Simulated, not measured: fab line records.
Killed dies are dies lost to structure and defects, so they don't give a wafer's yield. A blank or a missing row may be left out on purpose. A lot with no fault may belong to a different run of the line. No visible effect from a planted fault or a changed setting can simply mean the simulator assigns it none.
8D (eight disciplines) problem report, filled in by code + flow gf180mcu + the parts of the form that need people (team, actions taken, sign-off) are left out

## 1. THE ISSUE
Across 6 wafers from 2 lots, NSD_RS at GF_PSD_RS_MEAS_14 averages 47.54 ohm/sq, while fault-free wafers read 46.09 ohm/sq with a standard deviation of 0.087. Measured from the usual mean, that is +17 standard deviations.
The step: measures by four-point-probe.
First observed at day 19 18:17: wafer L995.3, on film_metro-04. The record has a number at this step for 36 wafers belonging to 12 lots. Rule for "out", or "out of limits": more than 4 standard deviations from the usual mean. Any other wafer with a number is counted as sound.

## 2. WHAT IT IS; WHAT IT IS NOT
| question                    | is                     | is not                                                                    |
|-----------------------------|------------------------|---------------------------------------------------------------------------|
| which readings at this step | NSD_RS                 | -                                                                         |
| which lots                  | L995, L998             | L102, L103, L981, L982, L983, L984, L989, L992, L993, L994                |
| which wafers of those lots  | all that have a number | -                                                                         |
| read on which gauges        | film_metro-04          | film_metro-01, film_metro-03                                              |
| when                        | from day 19 18:17      | up to then (24 sound wafers); but 6 sound wafers of L102, L103 came after |

## 3. WHAT RULES OUT EACH SUSPECT
Counting: a tool at a process step up to the reading stays a suspect if it ran every lot that is out and no sound lot after the first of them.
- the gauge at GF_PSD_RS_MEAS_14: ruled out. All the wafers that are out were read on film_metro-04, but those of them that GF_NSD_IMPLANT_09 has rows for are out there too, on other tools.
- rtp_anneal-01 at GF_HV_LDD_RTA_52 (time 10 s): ruled out as a lasting fault. The sound lots L102, L103 went through it after L995, its earliest lot that is out (day 17 12:43).
- implanter-04 at GF_NSD_IMPLANT_09: kept. All lots that are out passed through it, beginning with L995 at day 18 15:19, and no sound lot followed; its final sound lot before that point was L994 at day 18 07:58. Its own readings are out on those wafers: beam_energy_keV.
Left after counting: implanter-04 at GF_NSD_IMPLANT_09.

## 4. THE CAUSE (what the simulator had put in)
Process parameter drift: implanter-04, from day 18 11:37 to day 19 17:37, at GF_NSD_IMPLANT_09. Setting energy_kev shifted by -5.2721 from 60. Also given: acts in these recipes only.
Only this tool survived the counting.

## 5. THE CHAIN OF EFFECTS, in route order
Each row: a reading whose mean over the struck wafers that have a number lies more than 3 standard deviations from the usual. Only readings whose record carries a usual standard deviation are examined. hours: median over the lots of the time between each lot's start at the first step of this table that gives one and its start at this step. sigmas: the change, counted in usual standard deviations.
| hours | step              | reading                  | usual        | on struck wafers | change | sigmas      |
|-------|-------------------|--------------------------|--------------|------------------|--------|-------------|
| 0     | GF_NSD_IMPLANT_09 | beam_energy_keV          | 59.998       | 54.734           | -5.264 | -99 or more |
| 0     | GF_NSD_STRIP_11   | strip_time_to_endpoint_s | 22.97 s      | 22.28            | -0.69  | -18         |
| 26    | GF_PSD_RS_MEAS_14 | NSD_RS                   | 46.09 ohm/sq | 47.54            | +1.45  | +17         |
The process steps in it:
- GF_NSD_IMPLANT_09
- GF_NSD_STRIP_11: strips in O2/N2.

## 6. WHAT WOULD HAVE CAUGHT IT SOONER
In this record the first reading out of limits at a measuring or inspecting step was taken at day 19 18:17, 31 hours after the fault began at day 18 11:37.
Tool's own readings at GF_NSD_IMPLANT_09, beam_energy_keV: out on all struck wafers the step has rows for; an alarm limit on them would have tripped on the first.
By day 19 18:17 the whole set of lots that are out, 2 in number, had already begun GF_NSD_IMPLANT_09 on implanter-04. Had the tool been put on hold then, not one of them would have been saved.
